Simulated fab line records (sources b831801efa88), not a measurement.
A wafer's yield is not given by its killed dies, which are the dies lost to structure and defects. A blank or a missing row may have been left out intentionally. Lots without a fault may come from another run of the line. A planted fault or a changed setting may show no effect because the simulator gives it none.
2 desks, one fault ; flow gf180mcu ; numbers are kept per desk, each desk with only its own; the story behind them comes last

## FOR THE TOOL OWNER'S DESK: rtp-anneal-02
Per lot that ran on this tool, the mean of the sampled wafers carrying a number, from the tool's own readings at GF_SALICIDE_RTA_08 (time 30 s). Any lot whose mean is over 4 standard deviations away from the usual mean is out of limits and marked OUT; that distance is given in the brackets.
Columns: A = lamp-power-pct at GF_SALICIDE_RTA_08, usual 16.9 %; B = wafer_temp_C_max at GF_SALICIDE_RTA_08, usual 803.6
lot;first seen here;A;B
L514;day 17 05:55;15.8;804.7
L515;day 17 20:09;15.8;805.1
L516;day 18 02:44;15.7;804.1
L520;day 19 12:30;15.8;804.6
L521;day 19 23:45;15.8;805.5
L522;day 20 02:58;12.1 (-5.2) OUT;719.7 (-70) OUT
L524;day 20 19:32;12.1 (-5.2) OUT;720.2 (-69) OUT
L531;day 23 10:40;15.7;805.3
This desk finds L522, L524 out of limits, L522 being first, at day 20 02:58 (lamp-power-pct at GF_SALICIDE_RTA_08). In limits: L514, L515, L516, L520, L521, L531.

## THE METROLOGY DESK
Lot by lot, what the gauges showed, no matter which tool ran the lot: averages of those sampled wafers that carry a number. Any lot whose mean is over 4 standard deviations away from the usual mean is out of limits and marked OUT; that distance is given in the brackets.
Columns: A = HV_LDD_TW at GF_HV_LDD_TW_MEAS_11, usual 2393; B = SAB_OVL at GF_SAB_OVL_MEAS_10, usual 0.6 nm
lot;first seen here;A;B
L509;day 10 08:51;2375;-0.3
L512;day 11 02:45;2377;-0.4
L514;day 11 18:24;2353;1.1
L515;day 12 04:52;2346;0.5
L516;day 12 11:42;2435;-1.0
L517;day 12 21:00;2363;4.5
L519;day 13 10:53;2377;-1.3
L520;day 13 17:10;2436;0.1
L521;day 14 00:33;2431;-1.1
L522;day 14 04:46;2360;0.2
L523;day 14 16:45;2423;-0.1
L524;day 14 18:41;2376;0.1
L527;day 15 22:14;2363;-0.2
L531;day 17 08:15;2433;0.1
This desk's verdict: no lot among the 14 shows anything out of limits.

## ALL TOGETHER
The tool owner's desk could have raised an alarm at day 20 02:58, on L522, L524.
The metrology desk saw nothing out of limits.
The metrology desk holds a record of L522, L524, inside its limits.
Of the lots named, all ran GF_SALICIDE_RTA_08 on rtp-anneal-02.

## WHAT HAD BEEN PUT IN BY THE SIMULATOR
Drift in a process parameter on rtp-anneal-02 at GF_SALICIDE_RTA_08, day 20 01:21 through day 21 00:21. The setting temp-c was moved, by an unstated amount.
Shown lots that were struck: L522, L524.
Each desk's first reading out of limits, in hours after the fault started: the tool owner's desk, 2.
